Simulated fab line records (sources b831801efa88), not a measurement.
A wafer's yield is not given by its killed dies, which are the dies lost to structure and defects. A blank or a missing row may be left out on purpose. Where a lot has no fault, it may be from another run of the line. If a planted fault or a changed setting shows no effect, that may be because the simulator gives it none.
A lot that was struck, set against a sound lot || flow sky130 || 16 steps out of a route of 708
Sound: these wafers, L470.1, L470.2, L470.5. Wafers struck: L476.2, L476.3, L476.5. The cause is named last.
Order at every step that has rows: each side's tool, ch and its chambers, its first start. Under that, the readings that differ: sound wafers || struck wafers || difference of the means || sigmas: that difference in standard deviations of wafers without a fault.
alike: same words and numbers on both sides, and readings whose means sit less than 2 such deviations apart. not compared: any withheld reading, any reading some wafer has no value for, any bound like >300 that may hide the same value, and any number with overlapping values for which the record gives no deviation.
The two part at a step that has a row with sigmas, a row that says differs or no value, or rows on one side only. Numbers that don't overlap but have no deviation are shown without sigmas and don't part them. A reading missing from all wafers of one side parts the sides only when that side holds two or more wafers.

first, 5 steps without rows for these wafers: SKY_SONOS_TUNNEL_COAT_02 (resist thk 1140 nm); SKY_SONOS_TUNNEL_SOFTBAKE_03 (time 60 s); SKY_SONOS_TUNNEL_EXPOSE_04 (exposes mask TUNM, target cd 410 nm); SKY_SONOS_TUNNEL_PEB_05; SKY_SONOS_TUNNEL_DEVELOP_06 (develop time 60 s).
SKY_SONOS_TUNNEL_CD_MEAS_07 targets a cd of 410 nm.
  struck on cd-sem-01, day 16 12:58; sound on cd-sem-02, day 14 05:17
  alike: cd-nm
SKY_SONOS_TUNNEL_OVL_MEAS_08:
  struck on overlay-02, day 16 13:04; sound on overlay-02, day 14 05:25
  alike: SONOS_TUNNEL_OVL
then, 3 steps without rows for these wafers: SKY_SONOS_TUNNEL_IMPLANT_09; SKY_SONOS_TUNNEL_WET_ETCH_10 (etches SiO2 in dHF, target depth 14 nm, time 280 s); SKY_SONOS_TUNNEL_STRIP_11 (strips in SPM, time 600 s).
SKY_SONOS_TUNNEL_TW_MEAS_12:
  struck on film-metro-02, day 16 13:32; sound on film-metro-01, day 14 05:52
{"reading": "SONOS_TUNNEL_TW", "sound": "198.0 197.9 197.6", "struck": "194.2 194.0 194.1", "difference": -3.7, "sigmas": -3}
then, 1 step without rows for these wafers: SKY_SONOS_TUNNEL_CLEAN_13 (cleans in dHF, time 20 s).
SKY_SONOS_ONO_OXIDATION_00: stabilise 600 s, purge 300 s, target thk 2.6 nm.
  sound on furnace-02 ch 0, day 14 05:56; struck on furnace-01 ch 0, day 16 15:50
{"reading": "spike-tc-bottom-C (C)", "sound": "819.9 819.2 820.2", "struck": "796.2 795.7 794.8", "difference": -24.2, "sigmas": -24}
{"reading": "spike-tc-centre-C (C)", "sound": "800.0 801.0 799.3", "struck": "774.2 774.8 775.2", "difference": -25.4, "sigmas": -23}
{"reading": "spike-tc-lower-C (C)", "sound": "800.1 799.8 798.5", "struck": "776.6 777.0 774.4", "difference": -23.5, "sigmas": -24}
{"reading": "spike-tc-top-C (C)", "sound": "819 818 818", "struck": "785 785 789", "difference": -32, "sigmas": -7}
{"reading": "spike-tc-upper-C (C)", "sound": "799.4 798.3 801.0", "struck": "776.8 775.6 775.4", "difference": -23.6, "sigmas": -25}
{"reading": "tube-center-temp-C (C)", "sound": "800 799.87 799.89", "struck": "775.95 776.12 775.91", "difference": -23.93, "sigmas": "-99 or more"}
{"reading": "tube_center_temp_C_max", "sound": "801.7 801.9 801.5", "struck": "778.1 778.5 777.9", "difference": -23.5, "sigmas": -74}
{"reading": "zone-power-top-pct (%)", "sound": "30.9 30.7 31.0", "struck": "29.0 28.9 28.7", "difference": -2.0, "sigmas": -4}
{"reading": "model.SiO2_of_SONOS_ONO_OXIDATION_00.thk-nm (nm)", "sound": "2.658 2.656 2.64", "struck": "1.815 1.85 1.861", "difference": -0.809, "sigmas": ""}
SKY_SONOS_ONO_THK_MEAS_01:
  struck on film-metro-04, day 16 17:11; sound on film-metro-03, day 14 07:17
{"reading": "SONOS_ONO_OXIDATION_THK (nm)", "sound": "2.68 2.67 2.62", "struck": "1.80 1.89 1.84", "difference": -0.81, "sigmas": -14}
then, 1 step without rows for these wafers: SKY_SONOS_ONO_CVD_02 (deposits Si3N4 from DCS/NH3, target thk 10.5 nm, time 180 s).
-- a jump in the record: the struck wafers' starts before and after are 33 days apart (it breaks off in module SONOS_ONO and resumes in module PAD_OPEN, where the first step shown is number 708 of the route) --
SKY_PAD_OPEN_PROBE_99:
  struck on prober-01, day 49 15:41; sound on prober-01, day 47 23:58
{"reading": "model.etest.sonos-erased.drive-ua-um", "sound": "159.5 178.9 131.3", "struck": "241.1 228.7 246.8", "difference": "+82.3", "sigmas": ""}
{"reading": "model.etest.sonos-uncharged.r-on-ohm-um", "sound": "825.5 826.9 818.1", "struck": "775.5 786.1 792.1", "difference": -38.9, "sigmas": ""}
{"reading": "model.etest.cap-ono.gate-log10-a-cm2", "sound": "-8.276 -8.208 -8.479", "struck": "-6.677 -6.751 -6.85", "difference": "+1.562", "sigmas": ""}
{"reading": "model.etest.cap-ono.gate-bv-v (V)", "sound": "16.52 16.43 17.38", "struck": "14.95 15.74 15.71", "difference": -1.31, "sigmas": ""}
{"reading": "model.etest.cap-ono.tox-acc-nm (nm)", "sound": "13.13 13.16 13.31", "struck": "11.91 11.98 12.04", "difference": -1.22, "sigmas": ""}
{"reading": "model.etest.pfet-g5v0d10v5.off-log10-a-um", "sound": "-12.84 -12.65 -12.63", "struck": "-12.29 -11.74 -11.89", "difference": "+0.73", "sigmas": ""}
{"reading": "model.etest.sonos-erased.vt-v (V)", "sound": "-2.139 -2.161 -2.039", "struck": "-2.679 -2.653 -2.655", "difference": -0.549, "sigmas": ""}
{"reading": "model.etest.sonos-baked.vt-less-v (V)", "sound": "-0.4029 -0.3844 -0.3885", "struck": "-0.8245 -0.8025 -0.813", "difference": -0.4214, "sigmas": ""}
  alike: killed_at_M0_to_M3, killed_at_M4_up, killed-at-contacts, killed-at-front-end, killed-at-other, killed-dies, killed-open, killed-short

== WHERE THEY PART ==
Earliest at SKY_SONOS_TUNNEL_TW_MEAS_12; latest, in this record, at SKY_SONOS_ONO_THK_MEAS_01. Later steps at which nothing parts them and some readings are alike: SKY_PAD_OPEN_PROBE_99.

WHY: what the simulator had put in
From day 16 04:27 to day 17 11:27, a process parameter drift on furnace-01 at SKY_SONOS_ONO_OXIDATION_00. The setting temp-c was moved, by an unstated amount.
